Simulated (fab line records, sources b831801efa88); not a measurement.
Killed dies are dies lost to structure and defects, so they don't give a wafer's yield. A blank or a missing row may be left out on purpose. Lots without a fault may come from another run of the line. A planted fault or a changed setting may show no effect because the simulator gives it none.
Which tool did it? | flow sky130 | 10 lots, 30 wafers sampled, at 5 steps of a route of 708

WHAT THE GAUGES READ, wafer by wafer
SKY_PWDE_OVL_MEAS_07.
lot  | measured    | on         | PWDE_OVL (nm)
L477 | day 3 22:07 | overlay-02 | 1.3 4.0 2.5
L478 | day 4 00:29 | overlay-01 | 1.6 2.4 0.1
L479 | day 4 08:11 | overlay-01 | -0.7 -1.0 -0.2
L486 | day 6 06:47 | overlay-01 | 2.1 0.4 -1.1
L488 | day 6 21:47 | overlay-02 | 1.5 0.3 0.2
L487 | day 6 22:07 | overlay-01 | 0.0 -0.1 -3.3
L497 | day 8 14:31 | overlay-02 | 3.2 2.5 3.1
L498 | day 8 16:22 | overlay-01 | 2.8 0.6 3.0
L499 | day 8 22:40 | overlay-01 | 1.2 -1.7 -1.6
L500 | day 9 05:10 | overlay-01 | 1.2 5.0 1.1

SKY_VT_ADJUST_LVTN_OVL_MEAS_07.
lot  | measured     | on         | VT_ADJUST_LVTN_OVL (nm)
L477 | day 6 20:47  | overlay-02 | -0.7 -1.6 -1.4
L478 | day 6 23:51  | overlay-01 | -0.1 -1.2 -0.5
L479 | day 7 07:35  | overlay-01 | 0.1 0.5 0.0
L486 | day 9 15:47  | overlay-01 | -1.0 1.1 0.0
L488 | day 10 09:58 | overlay-02 | 0.2 1.3 -2.6
L487 | day 10 10:05 | overlay-02 | -2.3 1.1 -1.4
L497 | day 12 09:34 | overlay-01 | 0.8 0.0 0.0
L498 | day 12 12:10 | overlay-02 | -1.6 -1.8 0.2
L499 | day 12 17:12 | overlay-01 | -1.3 1.9 0.0
L500 | day 13 03:26 | overlay-02 | 1.8 -0.6 1.4

SKY_VT_ADJUST_HVTR_TW_MEAS_11.
lot  | measured     | on            | VT_ADJUST_HVTR_TW
L477 | day 9 10:46  | film_metro-02 | 209.6 210.0 209.3
L478 | day 9 13:34  | film_metro-01 | 212.0 213.2 213.0
L479 | day 9 21:29  | film_metro-04 | 213.1 211.3 211.6
L486 | day 12 14:09 | film_metro-01 | 211.8 210.5 211.8
L488 | day 13 10:38 | film_metro-01 | 212.0 213.3 211.6
L487 | day 13 10:54 | film_metro-02 | 208.6 208.2 209.4
L497 | day 15 14:55 | film_metro-02 | 209.2 209.5 208.5
L498 | day 15 19:11 | film_metro-02 | 208.3 208.3 206.9
L499 | day 16 00:47 | film_metro-02 | 208.5 208.2 209.9
L500 | day 16 13:43 | film_metro-01 | 212.4 211.2 211.6

SKY_SONOS_ONO_THK_MEAS_03.
lot  | measured     | on            | SONOS_ONO_CVD_02_THK (nm)
L477 | day 11 11:59 | film_metro-03 | 10.29 10.22 10.33
L478 | day 11 16:01 | film_metro-01 | 10.38 10.17 10.28
L479 | day 11 23:28 | film_metro-02 | 10.62 10.40 10.56
L486 | day 15 00:20 | film_metro-01 | 11.27 10.89 10.68 11.23 10.86 10.67
L488 | day 15 20:03 | film_metro-02 | 11.47 11.74 11.63 11.44 11.81 11.65
L487 | day 15 20:07 | film_metro-02 | 11.54 11.21 10.70 11.54 11.28 10.73
L497 | day 18 04:05 | film_metro-01 | 10.40 10.42 10.50
L498 | day 18 09:00 | film_metro-03 | 10.66 10.54 10.57
L499 | day 18 13:34 | film_metro-02 | 10.72 10.61 10.72
L500 | day 19 05:25 | film_metro-01 | 10.67 10.54 10.54

WHICH TOOL RAN EACH LOT (tool, then ch and the chambers of the sampled wafers, then the start)
lot  | SKY_SONOS_ONO_CVD_02
L477 | lpcvd-02 ch 0, day 11 10:55
L478 | lpcvd-02 ch 0, day 11 14:58
L479 | lpcvd-02 ch 0, day 11 22:23
L486 | lpcvd-02 ch 0, day 14 23:17
L488 | lpcvd-02 ch 1, day 15 18:58
L487 | lpcvd-02 ch 0, day 15 18:58
L497 | lpcvd-02 ch 1, day 18 03:02
L498 | lpcvd-02 ch 0, day 18 07:57
L499 | lpcvd-02 ch 0, day 18 12:30
L500 | lpcvd-02 ch 1, day 19 04:22
- SKY_SONOS_ONO_CVD_02: deposits Si3N4 from DCS/NH3, target thk 10.5 nm, time 180 s.

WHAT THE TOOLS THEMSELVES READ (means of the sampled wafers that have a number; where no wafer has one, the mark that the record gives instead)
SKY_SONOS_ONO_CVD_02.
lot  | tool     | spike_tc_centre_C (C) | zone_power_centre_pct (%) | zone_power_lower_pct (%) | zone_power_upper_pct (%)
L477 | lpcvd-02 | 771.1                 | 12.58                     | 11.71                    | 12.27
L478 | lpcvd-02 | 772.7                 | 12.59                     | 11.70                    | 12.25
L479 | lpcvd-02 | 772.2                 | 12.55                     | 11.56                    | 12.21
L486 | lpcvd-02 | 784.3                 | 15.44                     | 10.21                    | 10.49
L488 | lpcvd-02 | 783.6                 | 15.14                     | 10.48                    | 10.59
L487 | lpcvd-02 | 783.2                 | 15.55                     | 10.22                    | 10.62
L497 | lpcvd-02 | 770.7                 | 12.11                     | 11.96                    | 12.40
L498 | lpcvd-02 | 771.3                 | 12.49                     | 11.65                    | 12.28
L499 | lpcvd-02 | 772.4                 | 12.34                     | 11.70                    | 12.15
L500 | lpcvd-02 | 771.9                 | 12.01                     | 12.08                    | 12.44

THE ANSWER, worked out from the rows above alone
Rule: what is usual is taken from the lots themselves. Put in order of their means at a reading, lots are off if they are a third of the lots or fewer, leave a main group of 4 or more, and stand apart from it by a gap of 3 or more times the standard deviation of the main group's means; of several such gaps the widest counts. A main group whose means are all the same, to the digits that the tables above print for the reading, isn't used. A lot without any number at a reading at which 4 lots or more have one is off too. The other lots that the step has rows for count as sound. The gauges are gone through in route order, then the tools' own readings, and for those a lot's mean is taken as printed above. The first step at which some lot is off is used, and at that step the reading that is off furthest; a lot without a number counts as furthest.
Off: L486, L488, L487, at SKY_SONOS_ONO_CVD_02 (zone_power_upper_pct). The main group: mean 12.29 %, standard deviation 0.095.
A tool fits if, at that step or a process step before it, it ran every lot that is off, and no sound lot after the first of them. None of those tried fits.

WHAT THE SIMULATOR HAD PUT IN
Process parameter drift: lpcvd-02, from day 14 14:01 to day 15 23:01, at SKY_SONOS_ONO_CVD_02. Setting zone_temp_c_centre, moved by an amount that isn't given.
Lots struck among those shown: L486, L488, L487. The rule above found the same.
